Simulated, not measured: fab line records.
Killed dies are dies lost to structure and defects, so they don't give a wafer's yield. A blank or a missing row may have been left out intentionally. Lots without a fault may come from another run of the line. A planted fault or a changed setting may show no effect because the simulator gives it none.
A struck lot beside a sound one / flow sfq line / 21 out of 325 route steps
Sound: the wafers L798.2, L798.3, L798.6. The struck wafers were L800.2, L800.5, L800.6. The cause comes at the end.
Order at every step that has rows: each side's tool, ch and its chambers, its first start. Under that, the readings that differ: sound wafers / struck wafers / difference of the means / sigmas: that difference in standard deviations of wafers without a fault.
alike: a reading whose means differ by less than 2 such deviations, as well as words and numbers matching on both sides. not compared: withheld readings; readings where some wafer has no value; bounds like >300 that might hide an equal value; numbers whose values overlap and for which the record gives no deviation.
A row with sigmas, a row that says differs or no value, or rows on one side alone: a step with any of these is where the two part. When numbers do not overlap yet have no deviation, they are printed without sigmas and do not part them. A reading missing from all wafers of one side parts the sides only when that side holds two or more wafers.

first, 6 steps without rows for these wafers: SFQ_TRILAYER_I5_LITHO_COAT_149 (resist thk 62 nm); SFQ_TRILAYER_I5_LITHO_COAT_144 (resist thk 650 nm); SFQ_TRILAYER_I5_LITHO_SOFTBAKE_148; SFQ_TRILAYER_I5_LITHO_EXPOSE_145 (exposes mask I5, target cd 700 nm); SFQ_TRILAYER_I5_LITHO_PEB_147 (peb time 60 s); SFQ_TRILAYER_I5_LITHO_DEVELOP_146 (time 60 s).
SFQ_I5_OVL_MEAS_936:
  sound on overlay-01, day 62 01:09; struck on overlay-02, day 71 14:46
  alike: I5_OVL
SFQ_TRILAYER_I5_BARC_OPEN_VIA_ETCH_200: etches BARC in O2, target depth 125 nm, time 41.7 s.
  sound on rie diel-03 ch 1,2, day 62 01:11; struck on rie diel-02 ch 2,3, day 71 14:48
  alike: drypump motor current A, oes product au
  not compared: rf hours counter h
SFQ_TRILAYER_I5_ETCH_VIA_ETCH_147: etches the open film in CHF3, stops on Nb, target depth 360 nm.
  sound on rie diel-03 ch 1,2, day 62 01:13; struck on rie diel-02 ch 2,3, day 71 14:50
  alike: drypump motor current A, oes product au
SFQ_TRILAYER_I5_STRIP_STRIP_148: strips in O2.
  sound on rie metal-04 ch 1, day 62 01:22; struck on rie metal-03 ch 0,1, day 71 14:59
reading=oes product au (a.u.); sound=0.991 0.985 0.985; struck=1.010 1.011 1.022; difference=+0.027; sigmas=+3
  alike: drypump motor current A
  not compared: rf hours counter h
then, 2 steps without rows for these wafers: SFQ_TRILAYER_I5_STRIP_SOLV_CLEAN_149 (cleans in NMP, time 600 s); SFQ_TRILAYER_C5_LITHO_COAT_156 (resist thk 62 nm).
SFQ_TRILAYER_C5_LITHO_COAT_151: resist thk 650 nm.
  sound on litho track-02 ch 0, day 62 02:30; struck on litho track-01 ch 0, day 71 16:07
reading=model.KrF_of_TRILAYER_C5_LITHO_COAT_151.thk nm (nm); sound=646.7 644.7 645.9; struck=720.2 721.3 721.2; difference=+75.1; sigmas=
  alike: chill plate temp C, dispense pressure kPa
then, 4 steps without rows for these wafers: SFQ_TRILAYER_C5_LITHO_SOFTBAKE_155; SFQ_TRILAYER_C5_LITHO_EXPOSE_152 (exposes mask C5, target cd 500 nm); SFQ_TRILAYER_C5_LITHO_PEB_154 (peb time 60 s); SFQ_TRILAYER_C5_LITHO_DEVELOP_153 (time 60 s).
SFQ_C5_OVL_MEAS_937:
  sound on overlay-01, day 65 13:31; struck on overlay-02, day 72 00:26
  alike: C5_OVL
SFQ_TRILAYER_C5_BARC_OPEN_VIA_ETCH_210: etches BARC in O2, target depth 125 nm, time 41.7 s.
  sound on rie diel-03 ch 1,2, day 65 13:33; struck on rie diel-04 ch 2,3, day 72 00:28
reading=model.C5.cd nm (nm); sound=501 501.1 500.5; struck=496.1 495.8 497.5; difference=-4.4; sigmas=
  alike: drypump motor current A, oes product au
  not compared: rf hours counter h
SFQ_TRILAYER_C5_ETCH_VIA_ETCH_154: etches SiO2 in CHF3, stops on Nb, target depth 84 nm.
  sound on rie diel-03 ch 1,2, day 65 13:35; struck on rie diel-04 ch 2,3, day 72 00:30
reading=model.KrF_of_TRILAYER_C5_LITHO_COAT_151.thk nm (nm); sound=559.7 557.6 558.9; struck=633.1 635.1 634.3; difference=+75.4; sigmas=
reading=model.C5.cd nm (nm); sound=500.9 501.6 500.4; struck=495.5 495.5 497; difference=-5.0; sigmas=
  alike: drypump motor current A, oes product au
SFQ_TRILAYER_C5_STRIP_STRIP_155: strips in O2.
  sound on rie metal-01 ch 0,1, day 65 13:38; struck on rie metal-04 ch 0,1, day 72 00:32
  alike: drypump motor current A, oes product au
  not compared: rf hours counter h

## WHERE THEY PART
SFQ_TRILAYER_I5_STRIP_STRIP_148 only, going by this record. Later steps at which nothing parts them and some readings are alike: SFQ_TRILAYER_C5_LITHO_COAT_151, SFQ_C5_OVL_MEAS_937, SFQ_TRILAYER_C5_BARC_OPEN_VIA_ETCH_210, SFQ_TRILAYER_C5_ETCH_VIA_ETCH_154, SFQ_TRILAYER_C5_STRIP_STRIP_155.

WHY: what the simulator had put in
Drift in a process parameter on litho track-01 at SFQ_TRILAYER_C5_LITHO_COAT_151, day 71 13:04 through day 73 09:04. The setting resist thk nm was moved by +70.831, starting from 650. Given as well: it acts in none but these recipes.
